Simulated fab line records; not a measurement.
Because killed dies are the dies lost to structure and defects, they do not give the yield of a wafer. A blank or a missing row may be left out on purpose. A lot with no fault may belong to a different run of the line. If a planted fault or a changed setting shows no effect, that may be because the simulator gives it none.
What tool caused it? || flow gf180mcu || 6 lots, 18 wafers sampled, at 2 steps of a route of 602

## WHAT EACH GAUGE READ, for each wafer
GF_M1_CD_MEAS_14 targets a cd of 230 nm.
{"lot": "L679", "measured": "day 17 05:45", "on": "cd sem-02", "cd nm (nm)": "229.8 229.9 229.0"}
{"lot": "L681", "measured": "day 17 23:55", "on": "cd sem-01", "cd nm (nm)": "230.8 230.9 232.1"}
{"lot": "L683", "measured": "day 18 19:19", "on": "cd sem-02", "cd nm (nm)": "229.9 227.3 228.0"}
{"lot": "L685", "measured": "day 19 16:56", "on": "cd sem-02", "cd nm (nm)": "229.1 230.4 229.5"}
{"lot": "L688", "measured": "day 21 02:12", "on": "cd sem-02", "cd nm (nm)": "230.1 230.4 230.3"}
{"lot": "L699", "measured": "day 24 22:49", "on": "cd sem-01", "cd nm (nm)": "230.8 231.1 231.0"}

## TOOL THAT RAN EACH LOT (tool first, then ch and the chambers of the sampled wafers, then the start)
{"lot": "L679", "GF_CONTACT_CVD_24": "cvd w-02 ch 0,1, day 16 06:17"}
{"lot": "L681", "GF_CONTACT_CVD_24": "cvd w-01 ch 0,1, day 17 00:48"}
{"lot": "L683", "GF_CONTACT_CVD_24": "cvd w-02 ch 0,1, day 17 18:17"}
{"lot": "L685", "GF_CONTACT_CVD_24": "cvd w-02 ch 0,1, day 18 15:30"}
{"lot": "L688", "GF_CONTACT_CVD_24": "cvd w-02 ch 0,1, day 20 01:25"}
{"lot": "L699", "GF_CONTACT_CVD_24": "cvd w-01 ch 0,1, day 23 23:55"}
- GF_CONTACT_CVD_24: deposits W, target thk 300 nm, time 90.339 s.

## THE ANSWER, worked out from the rows above alone
Rule: the lots themselves supply what counts as usual. Put in order of their means at a reading, lots are off if they are a third of the lots or fewer, leave a main group of 4 or more, and stand apart from it by a gap of 3 or more times the standard deviation of the main group's means; of several such gaps the widest counts. A main group whose means are all the same, to the digits that the tables above print for the reading, isn't used. A lot without any number at a reading at which 4 lots or more have one is off too. The other lots that the step has rows for count as sound.
Nothing can be told from this: no lot is off at any reading shown.

## WHAT THE SIMULATOR HAD PUT IN
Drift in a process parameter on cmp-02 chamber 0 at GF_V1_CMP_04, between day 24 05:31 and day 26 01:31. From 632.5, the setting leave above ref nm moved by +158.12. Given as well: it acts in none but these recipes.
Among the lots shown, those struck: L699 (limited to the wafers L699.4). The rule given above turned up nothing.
